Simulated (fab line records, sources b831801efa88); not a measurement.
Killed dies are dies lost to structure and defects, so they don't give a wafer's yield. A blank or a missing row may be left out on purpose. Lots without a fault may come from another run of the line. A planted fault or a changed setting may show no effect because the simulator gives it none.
fab line records | flow sfq_line
record lots=6 wafers=18 last_day=91
route steps=325 shown M0@32 I0@43 M1@58
lots that met no fault: from a run of the same line without faults
start_h: hours from the record's first day to the start of the lot's first wafer shown | wait_h: hours since the lot's step before | " the same as in the row above | L1.1+2: a row that stands for several wafers | - no value, or no start given | * or withheld: withheld | < > ~ a bound
route shown NAME@n: a module of which the file shows steps, and the number in the route of the first | usual: mean/standard deviation of fault-free wafers | same: alike in all rows | chamber/n: place in a boat | sites: the reading at each site | _std_site: their standard deviation | _edge_site: outer sites' mean less inner sites' | radius_mm: how far each site lies from the wafer's centre | mask NAME#n: copy n | behind: the tool/chamber that last shaped the wafer | hold: why the lot was held/for how many hours/how that ended | device: the transistor (n, p or np) that didn't switch | end of line: the same wafers' tests at the end of the route | a step without rows: its recipe alone | killed: dies lost to structure and defects at the first sort, not the wafer's yield | map: a wafer's dies, x killed, . not, _ none there
set.NAME: the setting as run; set.NAME@STEP: as run at that earlier step | model.NAME: the simulator's own value behind a step, which no gauge read
lots at some steps of the route; a table a step, a row a wafer
services: from which hour (start_h, from the record's first day; less than 0 if before it) a tool's chamber was out of use, for how many hours, and why
## steps
# step SFQ_TRILAYER_M0_LITHO_COAT_026
# recipe resist=BARC spin_rpm=3000 resist_thk_nm=62
# step SFQ_TRILAYER_M0_LITHO_COAT_021
# recipe resist=KrF spin_rpm=3000 resist_thk_nm=600
# step SFQ_TRILAYER_M0_LITHO_SOFTBAKE_025
# recipe temp_c=withheld time_s=withheld resist=KrF
# step SFQ_TRILAYER_M0_LITHO_EXPOSE_022
# recipe mask_id=M0 na=0.6 source_shape=conventional sigma_outer=0.65 target_cd_nm=500 dose_mj=14.4
# step SFQ_TRILAYER_M0_LITHO_PEB_024
# recipe peb_temp_c=115 peb_time_s=60 resist=KrF
# step SFQ_TRILAYER_M0_LITHO_DEVELOP_023
# recipe time_s=60 resist=KrF
# step SFQ_M0_OVL_MEAS_906
# usual M0_OVL=-3/6.3
# columns lot.wafer tool chamber start_h wait_h M0_OVL[nm]
L421.3 overlay-02 - 116.90 0.1 -2
L421.4 " - " " -5
L421.5 " - " " -2
L423.1 overlay-02 - 128.89 0.1 5
L423.2 " - " " -2
L423.6 " - " " -5
L431.1 overlay-01 - 180.25 0.1 -7
L431.2 " - " " -7
L431.3 " - " " -6
L432.2 overlay-01 - 190.60 0.1 6
L432.4 " - " " 7
L432.5 " - " " 1
L436.2 overlay-01 - 213.50 0.1 9
L436.5 " - " " 9
L436.6 " - " " 4
L442.1 overlay-01 - 247.10 0.1 -3
L442.4 " - " " -8
L442.5 " - " " -4
# step SFQ_TRILAYER_M0_BARC_OPEN_METAL_ETCH_031
# recipe mask_material=PR chemistry=O2 target_depth_nm=125 target=BARC icp_w=600 bias_w=80 pressure_mtorr=10 time_s=41.7
# usual chamber_pressure_mTorr=10.000/0.0084 drypump_motor_current_A=5.4/0.46 oes_product_au=0.685/0.0046
# columns lot.wafer tool chamber start_h wait_h chamber_pressure_mTorr drypump_motor_current_A oes_product_au rf_hours_counter_h
L421.3 rie_metal-04 1 116.95 0.0 10.000 6.2 0.674 -
L421.4 " 0 " " 9.995 5.0 0.684 -
L421.5 " 0 " " 10.004 5.0 0.684 -
L423.1 rie_metal-03 0 128.93 0.0 10.007 5.7 0.687 99
L423.2 " 1 " " 9.996 4.9 0.694 107
L423.6 " 0 " " 10.007 5.6 0.691 -
L431.1 rie_metal-01 0 180.28 0.0 9.999 5.8 0.679 35
L431.2 " 1 " " 10.004 5.0 0.684 18
L431.3 " 1 " " 10.008 5.0 0.685 -
L432.2 rie_metal-01 0 190.63 0.0 9.987 5.9 0.690 37
L432.4 " 0 " " 9.994 5.8 0.685 -
L432.5 " 1 " " 10.003 5.0 0.672 -
L436.2 rie_metal-04 0 213.55 0.0 10.018 5.0 0.688 -
L436.5 " 0 " " 9.985 5.0 0.687 -
L436.6 " 0 " " 10.012 5.0 0.679 -
L442.1 rie_metal-01 1 247.13 0.0 10.008 5.0 0.689 28
L442.4 " 0 " " 9.980 5.9 0.685 -
L442.5 " 1 " " 9.996 5.0 0.685 -
# step SFQ_TRILAYER_M0_ETCH_METAL_ETCH_024
# recipe target=Nb stop_on=SiO2 mask_material=PR chemistry=Cl2/Ar target_depth_nm=240 icp_w=600 bias_w=80 pressure_mtorr=10 time_s=120
# usual chamber_pressure_mTorr=10.000/0.0081 drypump_motor_current_A=5.4/0.45 oes_product_au=0.894/0.0064
# columns lot.wafer tool chamber start_h wait_h chamber_pressure_mTorr drypump_motor_current_A oes_product_au rf_hours_counter_h
L421.3 rie_metal-04 1 117.03 0.1 9.986 6.2 0.896 -
L421.4 " 0 " " 10.002 5.0 0.895 -
L421.5 " 0 " " 10.001 5.0 0.908 -
L423.1 rie_metal-03 0 128.99 0.0 10.009 5.6 0.894 99
L423.2 " 1 " " 10.012 4.9 0.890 107
L423.6 " 0 " " 9.992 5.6 0.890 -
L431.1 rie_metal-01 0 180.34 0.0 9.998 5.8 0.898 35
L431.2 " 1 " " 9.998 5.0 0.906 18
L431.3 " 1 " " 10.009 5.0 0.896 -
L432.2 rie_metal-01 0 190.69 0.0 10.009 5.8 0.900 37
L432.4 " 0 " " 9.996 5.8 0.897 -
L432.5 " 1 " " 10.015 5.0 0.904 -
L436.2 rie_metal-04 0 213.69 0.1 9.992 5.0 0.897 -
L436.5 " 0 " " 10.007 5.0 0.888 -
L436.6 " 0 " " 10.006 5.0 0.888 -
L442.1 rie_metal-01 1 247.19 0.0 10.003 5.0 0.898 28
L442.4 " 0 " " 9.991 5.8 0.893 -
L442.5 " 1 " " 9.995 5.0 0.898 -
# step SFQ_TRILAYER_M0_STRIP_STRIP_025
# recipe gas=O2 power_w=200 platen_temp_c=40 overash_fraction=0.65 chemistry=O2 pressure_mtorr=50
# step SFQ_TRILAYER_M0_STRIP_SOLV_CLEAN_026
# recipe chemistry=NMP temp_c=70 time_s=600
# step SFQ_TRILAYER_I0_DEP_PECVD_027
# recipe material=SiO2 temp_c=150 time_s=111.11 pressure_torr=2.4 rf_w=183.3 precursor=SiH4/N2O target_thk_nm=500
# usual heater_power_w=83/12 showerhead_vpp_V=841/61 throttle_valve_pct=24.6/1.2
# columns lot.wafer tool chamber start_h wait_h heater_power_w showerhead_vpp_V throttle_valve_pct
L421.3 pecvd-02 0 117.89 0.0 78 895 24.0
L421.4 " 0 " " 80 905 24.3
L421.5 " 2 " " 97 891 23.8
L423.1 pecvd-01 1 129.89 0.0 82 788 23.7
L423.2 " 2 " " 106 782 22.9
L423.6 " 0 " " 72 769 26.4
L431.1 pecvd-03 2 181.24 0.0 61 774 25.9
L431.2 " 1 " " 72 869 25.4
L431.3 " 0 " " 74 812 25.8
L432.2 pecvd-02 2 191.79 0.0 97 890 24.1
L432.4 " 2 " " 101 882 23.8
L432.5 " 0 " " 78 884 24.7
L436.2 pecvd-02 1 215.28 0.0 84 919 23.4
L436.5 " 1 " " 87 936 23.7
L436.6 " 2 " " 99 882 23.9
L442.1 pecvd-03 2 248.09 0.0 65 775 26.2
L442.4 " 0 " " 88 818 25.4
L442.5 " 1 " " 81 885 25.3
# step SFQ_TRILAYER_I0_CMP_CMP_028
# recipe material=SiO2 down_force_psi=3 platen_rpm=60 pad_velocity_m_s=0.94248
# usual edge_zone_pressure_frac=1.001/0.0053 motor_current_A=10.3/1.4 time_to_endpoint_s=215/7.9
# columns lot.wafer tool chamber start_h wait_h edge_zone_pressure_frac motor_current_A time_to_endpoint_s model.SiO2_of_TRILAYER_I0_DEP_PECVD_027.thk_nm
L421.4 cmp-01 3 130.33 12.4 0.995 10.7 213 199.3
L421.3 " 0 " " 0.995 12.5 204 200.6
L421.5 " 3 132.33 14.4 1.002 10.8 204 199.1
L423.1 cmp-02 3 139.95 10.0 1.000 8.6 210 198.4
L423.2 " 1 140.95 11.0 1.008 10.0 217 199.7
L423.6 " 3 141.95 12.0 0.992 8.6 223 199.7
L431.2 cmp-01 2 184.15 2.9 1.000 10.2 214 185.9
L431.3 " 0 185.15 3.9 1.001 12.7 208 185.2
L431.1 " 1 " " 1.002 7.5 211 201.9
L432.4 cmp-01 2 198.08 6.2 1.002 10.7 220 185.1
L432.2 " 3 " " 1.002 10.0 218 184.3
L432.5 " 0 " " 0.993 12.8 210 198.6
L436.2 cmp-02 3 218.79 3.5 0.996 8.6 211 199.5
L436.6 " 3 220.79 5.4 0.995 9.2 214 199.5
L436.5 " 0 " " 0.995 10.2 206 199.8
L442.1 cmp-02 0 249.79 1.7 1.002 10.1 220 201.6
L442.4 " 3 251.29 3.1 1.004 8.4 223 200.5
L442.5 " 1 252.29 4.1 1.006 10.3 214 200.2
# step SFQ_I0_BOW_MEAS_907
# recipe mode=bow
# usual I0_BOW=2/6.3
# columns lot.wafer tool chamber start_h wait_h I0_BOW[um]
L421.3 film_metro-01 - 132.87 1.5 10
L421.4 " - " " 4
L421.5 " - " " -5
L423.1 film_metro-02 - 142.45 2.0 -1
L423.2 " - " " -10
L423.6 " - " " 0
L431.1 film_metro-02 - 187.15 1.0 -3
L431.2 " - " " 4
L431.3 " - " " -6
L432.2 film_metro-02 - 200.10 1.0 14
L432.4 " - " " 2
L432.5 " - " " 14
L436.2 film_metro-01 - 221.81 2.5 12
L436.5 " - " " -1
L436.6 " - " " 7
L442.1 film_metro-03 - 252.79 2.5 -2
L442.4 " - " " -2
L442.5 " - " " 1
# step SFQ_TRILAYER_I0_METRO_MEASURE_029
# usual thk_nm=199.9/1
# columns lot.wafer tool chamber start_h wait_h thk_nm
L421.3 film_metro-01 - 133.35 0.5 200.5
L421.4 " - " " 199.3
L421.5 " - " " 199.1
L423.1 film_metro-02 - 142.57 0.1 198.3
L423.2 " - " " 199.5
L423.6 " - " " 199.6
L431.1 film_metro-02 - 187.27 0.1 201.8
L431.2 " - " " 185.9
L431.3 " - " " 185.0
L432.2 film_metro-02 - 203.93 3.8 184.2
L432.4 " - " " 185.2
L432.5 " - " " 198.6
L436.2 film_metro-01 - 222.11 0.3 199.5
L436.5 " - " " 199.8
L436.6 " - " " 199.4
L442.1 film_metro-03 - 252.91 0.1 201.6
L442.4 " - " " 200.3
L442.5 " - " " 200.3
# step SFQ_TRILAYER_I0_VIA_LITHO_COAT_036
# recipe resist=BARC spin_rpm=3000 resist_thk_nm=62
# step SFQ_TRILAYER_I0_VIA_LITHO_COAT_031
# recipe resist=KrF spin_rpm=3000 resist_thk_nm=650
# step SFQ_TRILAYER_I0_VIA_LITHO_SOFTBAKE_035
# recipe temp_c=withheld time_s=withheld resist=KrF
# step SFQ_TRILAYER_I0_VIA_LITHO_EXPOSE_032
# recipe mask_id=I0 na=0.6 source_shape=conventional sigma_outer=0.65 target_cd_nm=500 dose_mj=21.3
# step SFQ_TRILAYER_I0_VIA_LITHO_PEB_034
# recipe peb_temp_c=115 peb_time_s=60 resist=KrF
# step SFQ_TRILAYER_I0_VIA_LITHO_DEVELOP_033
# recipe time_s=60 resist=KrF
# step SFQ_I0_OVL_MEAS_908
# usual I0_OVL=-2/5.2
# columns lot.wafer tool chamber start_h wait_h I0_OVL[nm]
L421.3 overlay-01 - 221.94 0.1 -14
L421.4 " - " " -11
L421.5 " - " " -4
L423.1 overlay-01 - 233.92 0.1 0
L423.2 " - " " -1
L423.6 " - " " -5
L431.1 overlay-02 - 281.93 0.1 -1
L431.2 " - " " -2
L431.3 " - " " -2
L432.2 overlay-02 - 309.92 0.1 2
L432.4 " - " " -7
L432.5 " - " " -5
L436.2 overlay-02 - 337.47 0.1 -11
L436.5 " - " " -16
L436.6 " - " " -9
L442.1 overlay-02 - 379.41 0.1 -4
L442.4 " - " " -8
L442.5 " - " " -12
# step SFQ_TRILAYER_I0_VIA_BARC_OPEN_VIA_ETCH_046
# recipe mask_material=PR chemistry=O2 target_depth_nm=125 target=BARC source_w=500 bias_w=80 pressure_mtorr=30 time_s=41.7
# step SFQ_TRILAYER_I0_VIA_ETCH_VIA_ETCH_034
# recipe target=SiO2 stop_on=Nb mask_material=PR taper_deg=20 chemistry=CHF3 target_depth_nm=260 source_w=500 bias_w=80 pressure_mtorr=30 time_s=withheld
# usual chamber_pressure_mTorr=29.996/0.029 drypump_motor_current_A=5.6/0.53 oes_product_au=0.854/0.0048
# columns lot.wafer tool chamber start_h wait_h chamber_pressure_mTorr drypump_motor_current_A oes_product_au model.I0.feature_depth_nm model.etch.depth_nm
L421.3 rie_diel-02 2 222.01 0.0 29.986 5.7 0.861 200.6 200.6
L421.4 " 3 " " 29.975 6.4 0.858 199.3 199.3
L421.5 " 0 " " 30.049 5.9 0.853 199.1 199.1
L423.1 rie_diel-01 2 233.99 0.0 30.032 5.8 0.850 198.4 198.4
L423.2 " 1 " " 30.002 4.9 0.858 199.7 199.7
L423.6 " 0 " " 30.035 6.4 0.855 199.7 199.7
L431.1 rie_diel-02 2 282.01 0.0 29.938 5.7 0.856 201.9 201.9
L431.2 " 1 " " 30.023 5.4 0.823 185.9 185.9
L431.3 " 3 " " 29.994 6.4 0.819 185.2 185.2
L432.2 rie_diel-03 3 309.99 0.0 30.004 4.9 0.812 184.3 184.3
L432.4 " 3 " " 30.007 4.9 0.812 185.1 185.1
L432.5 " 2 " " 30.012 5.7 0.848 198.6 198.6
L436.2 rie_diel-03 0 337.54 0.0 30.002 4.8 0.851 199.5 199.5
L436.5 " 3 " " 30.032 4.9 0.852 199.8 199.8
L436.6 " 0 " " 29.977 4.8 0.856 199.5 199.5
L442.1 rie_diel-01 2 379.48 0.0 30.034 5.8 0.855 201.6 201.6
L442.4 " 0 " " 29.961 6.4 0.861 200.5 200.5
L442.5 " 2 " " 30.000 5.8 0.858 200.2 200.2
# step SFQ_TRILAYER_I0_VIA_STRIP_STRIP_035
# recipe gas=O2 power_w=200 platen_temp_c=40 overash_fraction=0.65 chemistry=O2 pressure_mtorr=50
# usual chamber_pressure_mTorr=50.00/0.049 drypump_motor_current_A=5.3/0.44 oes_product_au=1.002/0.009
# same overash_fraction=0.65
# columns lot.wafer tool chamber start_h wait_h chamber_pressure_mTorr drypump_motor_current_A oes_product_au rf_hours_counter_h
L421.3 rie_metal-03 1 222.32 - 49.95 4.9 0.993 -
L421.4 " 0 " " 50.00 5.7 0.995 -
L421.5 " 1 " " 50.05 4.9 1.002 -
L423.1 rie_metal-03 0 234.11 - 49.97 5.6 0.999 119
L423.2 " 1 " " 50.02 4.9 0.988 128
L423.6 " 1 " " 50.04 4.9 0.988 -
L431.1 rie_metal-02 1 282.12 - 50.05 4.8 0.997 34
L431.2 " 0 " " 49.91 5.8 1.002 92
L431.3 " 0 " " 50.03 5.8 1.008 -
L432.2 rie_metal-04 0 310.10 - 50.06 4.9 1.003 74
L432.4 " 1 " " 50.02 6.2 0.992 -
L432.5 " 1 " " 50.00 6.2 1.007 -
L436.2 rie_metal-03 1 337.65 - 50.02 4.9 0.989 143
L436.5 " 0 " " 49.97 5.6 0.996 -
L436.6 " 1 " " 50.01 4.9 0.988 -
L442.1 rie_metal-02 1 379.60 - 50.05 4.8 1.004 47
L442.4 " 0 " " 49.97 5.8 1.006 -
L442.5 " 0 " " 49.93 5.8 1.007 -
# step SFQ_TRILAYER_I0_VIA_STRIP_SOLV_CLEAN_036
# recipe chemistry=NMP temp_c=70 time_s=600
# step SFQ_TRILAYER_M1_DEP_PRE_CLEAN_038
# recipe gas=Ar time_s=22.5 bias_v=250
# columns lot.wafer tool chamber start_h wait_h model.SiO2_of_TRILAYER_I0_DEP_PECVD_027.thk_nm
L421.3 pvd_sputter-03 - 222.90 0.0 193.1
L421.4 " - " " 191.8
L421.5 " - " " 191.6
L423.1 pvd_sputter-03 - 234.88 0.0 190.9
L423.2+6 " - " " 192.2
L431.1 pvd_sputter-06 - 282.90 0.0 194.4
L431.2 " - " " 178.4
L431.3 " - " " 177.7
L432.2 pvd_sputter-03 - 310.88 0.0 176.8
L432.4 " - " " 177.6
L432.5 " - " " 191.1
L436.2+6 pvd_sputter-03 - 338.60 0.0 192
L436.5 " - " " 192.2
L442.1 pvd_sputter-03 - 380.39 0.0 194.1
L442.4 " - " " 193
L442.5 " - " " 192.7
# step SFQ_TRILAYER_M1_DEP_SPUTTER_037
# recipe material=Nb base_pressure_pa=1.33e-06 chamber_pressure_pa=0.1333 substrate_temp_c=20 resputter_cathode_voltage_v=400 target_thk_nm=200 power_w=2000 time_s=133.3
# usual resputter_cathode_voltage_v=400/3.6 substrate_temp_c=20.00/0.11 throttle_valve_pct=29.3/0.58
# columns lot.wafer tool chamber start_h wait_h resputter_cathode_voltage_v substrate_temp_c throttle_valve_pct
L421.3 pvd_sputter-03 - 222.92 0.0 398 20.02 29.6
L421.4 " - " " 398 20.03 29.1
L421.5 " - " " 395 20.03 30.1
L423.1 pvd_sputter-03 - 234.91 0.0 395 20.00 28.6
L423.2 " - " " 399 20.31 29.0
L423.6 " - " " 399 20.01 29.3
L431.1 pvd_sputter-06 - 282.92 0.0 393 19.80 29.6
L431.2 " - " " 392 20.08 29.8
L431.3 " - " " 404 19.76 28.6
L432.2 pvd_sputter-03 - 310.90 0.0 396 19.95 29.7
L432.4 " - " " 400 20.02 29.8
L432.5 " - " " 402 20.10 29.1
L436.2 pvd_sputter-03 - 338.63 0.0 404 19.98 30.0
L436.5 " - " " 401 20.11 29.5
L436.6 " - " " 402 20.11 29.7
L442.1 pvd_sputter-03 - 380.42 0.0 399 20.11 29.2
L442.4 " - " " 409 19.99 29.6
L442.5 " - " " 395 19.89 29.7
## services
# columns tool chamber start_h hours kind
cmp-01 - 100.86 2.0 repair
rie_metal-04 1 118.46 27.2 repair
pvd_sputter-03 - 120.86 2.8 repair
film_metro-02 - 129.24 5.2 pm
rie_metal-01 - 132.40 14.6 pm
film_metro-02 - 134.44 0.8 pm
cmp-02 - 171.00 0.6 repair
film_metro-02 - 171.37 0.7 pm
pvd_sputter-03 - 183.98 2.1 repair
cmp-01 - 203.08 3.6 pm
rie_metal-01 1 218.10 5.8 repair
cmp-02 - 233.79 4.0 pm
film_metro-02 - 250.92 1.2 pm
cmp-02 - 258.79 6.4 pm
cmp-01 - 267.60 7.6 pm
pvd_sputter-03 - 268.28 26.4 repair
cmp-02 - 274.08 1.0 repair
cmp-02 - 274.16 0.5 repair
cmp-01 - 278.40 0.3 repair
rie_metal-01 1 289.50 2.4 repair
pvd_sputter-03 - 289.70 2.4 repair
film_metro-02 - 303.41 1.3 pm
rie_metal-03 1 313.36 6.5 repair
cmp-01 - 323.24 0.9 repair
## key
first_sign step=SFQ_TRILAYER_I0_METRO_MEASURE_029 reading=thk_nm direction=down sigmas=14 usual=199.9 struck=185.1
effect step=SFQ_TRILAYER_I0_VIA_ETCH_VIA_ETCH_034 reading=oes_product_au direction=down sigmas=7.8 usual=0.854 struck=0.817
model_effect step=SFQ_TRILAYER_I0_CMP_CMP_028 value=SiO2_of_TRILAYER_I0_DEP_PECVD_027.thk_nm without=200.1 struck=185.1
model_effect step=SFQ_TRILAYER_I0_VIA_ETCH_VIA_ETCH_034 value=I0.feature_depth_nm without=200.1 struck=185.1
model_effect step=SFQ_TRILAYER_M1_DEP_PRE_CLEAN_038 value=SiO2_of_TRILAYER_I0_DEP_PECVD_027.thk_nm without=192.6 struck=177.6
met_at SFQ_TRILAYER_I0_CMP_CMP_028
struck_wafers L431.2,L431.3,L432.2,L432.4
onset_between 130.33 184.15
fault kind=process_parameter_drift tool=cmp-01 chamber=- onset_h=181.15 steps=SFQ_TRILAYER_I0_CMP_CMP_028 channel=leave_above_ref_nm offset=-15 shape=step end_h=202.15 scope=struck_wafers_only acts_in=these_recipes_only stated=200
